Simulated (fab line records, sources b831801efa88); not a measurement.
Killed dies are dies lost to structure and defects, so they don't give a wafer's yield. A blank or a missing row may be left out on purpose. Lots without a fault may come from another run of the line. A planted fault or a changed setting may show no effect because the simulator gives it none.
A struck lot beside a sound one | flow sky130 | 32 steps out of a route of 708
Sound: wafers L415.1, L415.2, L415.3. Struck: wafers L429.2, L429.4, L429.5. The cause comes at the end.
At each step with rows: each side's tool, then ch and its chambers, then its first start. Under that, the readings that differ: sound wafers | struck wafers | difference of the means | sigmas: that difference in standard deviations of wafers without a fault.
alike: readings whose means differ by less than 2 such deviations, and words and numbers that are the same on both sides. not compared: withheld readings, readings that some wafer has no value for, bounds like >300 that may hide the same value, and numbers for which the record gives no deviation and whose values overlap.
The two part at a step that has a row with sigmas, a row that says differs or no value, or rows on one side only. Numbers that don't overlap but have no deviation are shown without sigmas and don't part them. A reading that every wafer of one side lacks parts them only if that side has two wafers or more.

SKY_PWDE_OVL_MEAS_07:
  sound on overlay-02, day 5 11:41; struck on overlay-01, day 8 21:11
  alike: PWDE_OVL
then, 1 step without rows for these wafers: SKY_PWDE_IMPLANT_08.
SKY_PWDE_STRIP_09: strips in O2/N2.
  sound on plasma_asher-03 ch 0,1, day 5 11:52; struck on plasma_asher-03 ch 0,1, day 8 21:22
  alike: drypump_motor_current_A, oes_product_au, strip_time_to_endpoint_s
  not compared: rf_hours_counter_h
SKY_PWDE_TW_MEAS_10:
  sound on film_metro-03, day 5 11:58; struck on film_metro-04, day 8 21:28
  alike: PWDE_TW
then, 7 steps without rows for these wafers: SKY_NWELL_DEHYDRATE_03 (time 60 s); SKY_NWELL_HMDS_04 (prime time 60 s); SKY_NWELL_COAT_05 (resist thk 3000 nm); SKY_NWELL_SOFTBAKE_06; SKY_NWELL_EXPOSE_07 (exposes mask NWM, target cd 840 nm); SKY_NWELL_PEB_08; SKY_NWELL_DEVELOP_09 (develop time 60 s).
SKY_NWELL_OVL_MEAS_10:
  sound on overlay-01, day 6 06:10; struck on overlay-02, day 9 18:47
  alike: NWELL_00_OVL
SKY_NWELL_IMPLANT_11:
  sound on implanter-02 ch 0, day 6 06:13; struck on implanter-03 ch 0, day 9 18:50
  reading       | sound                           | struck                           | difference  | sigmas
  dose_ions_cm2 | 1.901e+13 1.9036e+13 1.9013e+13 | 1.9851e+13 1.9873e+13 1.9879e+13 | +8.4800e+11 | +45
then, 2 steps without rows for these wafers: SKY_NWELL_IMPLANT_12; SKY_NWELL_IMPLANT_13.
SKY_NWELL_STRIP_14: strips in O2/N2.
  sound on plasma_asher-01 ch 0,1, day 6 06:40; struck on plasma_asher-02 ch 0,1, day 9 19:16
  alike: drypump_motor_current_A, oes_product_au, strip_time_to_endpoint_s
  not compared: rf_hours_counter_h
SKY_NWELL_TW_MEAS_15:
  sound on film_metro-04, day 6 06:46; struck on film_metro-04, day 9 19:22
  reading  | sound          | struck         | difference | sigmas
  NWELL_TW | 1814 1822 1820 | 1852 1841 1845 | +27        | +2
then, 7 steps without rows for these wafers: SKY_NWELL_DEHYDRATE_16 (time 60 s); SKY_NWELL_HMDS_17 (prime time 60 s); SKY_NWELL_COAT_18 (resist thk 3000 nm); SKY_NWELL_SOFTBAKE_19; SKY_NWELL_EXPOSE_20 (exposes mask NWM COMPLEMENT, target cd 840 nm); SKY_NWELL_PEB_21; SKY_NWELL_DEVELOP_22 (develop time 60 s).
SKY_NWELL_OVL_MEAS_23:
  sound on overlay-01, day 7 00:50; struck on overlay-02, day 10 18:41
  alike: NWELL_01_OVL
then, 1 step without rows for these wafers: SKY_NWELL_IMPLANT_24.
SKY_NWELL_STRIP_25: strips in O2/N2.
  sound on plasma_asher-02 ch 0,1, day 7 01:01; struck on plasma_asher-03 ch 0,1, day 10 18:52
  alike: drypump_motor_current_A, oes_product_au, strip_time_to_endpoint_s
  not compared: rf_hours_counter_h
SKY_NWELL_TW_MEAS_26:
  sound on film_metro-02, day 7 01:07; struck on film_metro-03, day 10 18:58
  alike: NWELL_2_TW
then, 1 step without rows for these wafers: SKY_NWELL_CLEAN_27 (cleans in SC1/SC2, time 150 s).
SKY_NWELL_RTA_28: time 30 s.
  sound on rtp_anneal-01 ch 0, day 7 01:14; struck on rtp_anneal-02 ch 0, day 10 19:08
  alike: lamp_power_pct, ramp_up_c_per_s, wafer_temp_C_max
SKY_NWELL_RS_MEAS_29: measures by four-point-probe.
  sound on film_metro-04, day 7 01:20; struck on film_metro-03, day 10 19:14
  reading           | sound             | struck            | difference | sigmas
  NWELL_RS (ohm/sq) | 624.7 621.8 621.8 | 608.4 610.0 610.7 | -13.1      | -11
-- the record jumps here: 40 days lie between the struck wafers' starts before and after (it left off in module NWELL and takes up again in module PAD_OPEN, whose first step shown is number 708 of the route) --
SKY_PAD_OPEN_PROBE_99:
  the record has rows for the struck wafers here (prober-01, day 50 18:56) and none for the sound ones

WHERE THEY PART
First at SKY_NWELL_IMPLANT_11; last, within this record, at SKY_PAD_OPEN_PROBE_99.

WHY: what the simulator had put in
Process parameter drift: implanter-03, from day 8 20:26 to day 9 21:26, at SKY_NWELL_IMPLANT_11. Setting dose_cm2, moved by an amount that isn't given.
